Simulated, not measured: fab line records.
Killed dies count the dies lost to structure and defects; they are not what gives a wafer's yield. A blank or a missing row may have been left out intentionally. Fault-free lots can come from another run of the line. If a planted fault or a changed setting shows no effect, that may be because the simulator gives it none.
One fault seen from 2 desks | flow sky130 | numbers are kept per desk, each desk with only its own; the story behind them comes last

== FROM THE METROLOGY DESK ==
What the gauges read, lot by lot, whatever tool the lot ran on: means of the sampled wafers that have a number. Any lot whose mean is over 4 standard deviations away from the usual mean is out of limits and marked OUT; that distance is given in the brackets.
Columns: A = cd-nm at SKY_LOCAL_INTERCONNECT_CD_MEAS_11, usual 170.7 nm; B = METAL1_OVL at SKY_METAL1_OVL_MEAS_16, usual -1 nm
lot  | first seen here | A     | B
L527 | day 30 14:21    | 169.6 | -2
L528 | day 30 19:54    | 172.3 | 1
L529 | day 30 20:53    | 170.7 | 0
L532 | day 32 08:30    | 171.4 | 2
L533 | day 32 11:16    | 169.9 | 5
L539 | day 34 02:26    | 171.2 | 2
L544 | day 36 09:09    | 169.3 | -3
L546 | day 36 10:01    | 171.2 | -5
L545 | day 36 11:19    | 170.1 | -3
L547 | day 36 14:13    | 170.6 | 4
L548 | day 37 03:30    | 169.8 | -0
L549 | day 37 07:54    | 170.3 | -0
L550 | day 37 16:11    | 173.9 | 1
This desk's finding: nothing out of limits on any of the 13 lots.

== THE TOOL OWNER'S DESK: pvd-sputter-04 ==
The tool's own readings at SKY_METAL1_SPUTTER_03 (material Ti, target thk 5 nm, time 3.3 s): means of the sampled wafers that have a number, for each lot that ran on this tool. Any lot whose mean is over 4 standard deviations away from the usual mean is out of limits and marked OUT; that distance is given in the brackets.
Columns: A = cathode-dc-power-W at SKY_METAL1_SPUTTER_03, usual 3000.0 W; B = throttle-valve-pct at SKY_METAL1_SPUTTER_03, usual 30.0 %
lot  | first seen here | A                        | B
L528 | day 32 02:24    | 2999.7                   | 30.6
L533 | day 33 17:28    | 2999.9                   | 30.7
L539 | day 35 07:27    | 2910.4 (-99 or more) OUT | 30.8
L548 | day 38 07:44    | 3000.4                   | 30.1
L549 | day 38 14:03    | 3000.6                   | 30.2
Finding of this desk: L539 out of limits; the first was L539 at day 35 07:27, on cathode-dc-power-W at SKY_METAL1_SPUTTER_03. In limits: L528, L533, L548, L549.

== ALL TOGETHER ==
On L539, at day 35 07:27, an alarm was possible from the tool owner's desk.
Nothing out of limits was seen by the metrology desk.
The metrology desk has L539 on record, within its limits.
SKY_METAL1_SPUTTER_03 was run on pvd-sputter-04 by each of the lots named.

== WHAT THE SIMULATOR PUT IN ==
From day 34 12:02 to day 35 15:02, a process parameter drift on pvd-sputter-04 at SKY_METAL1_SPUTTER_03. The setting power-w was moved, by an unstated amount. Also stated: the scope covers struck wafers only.
Lots struck among those shown: L539.
Hours from the fault's start to each desk's first reading out of limits: the tool owner's desk, 19.
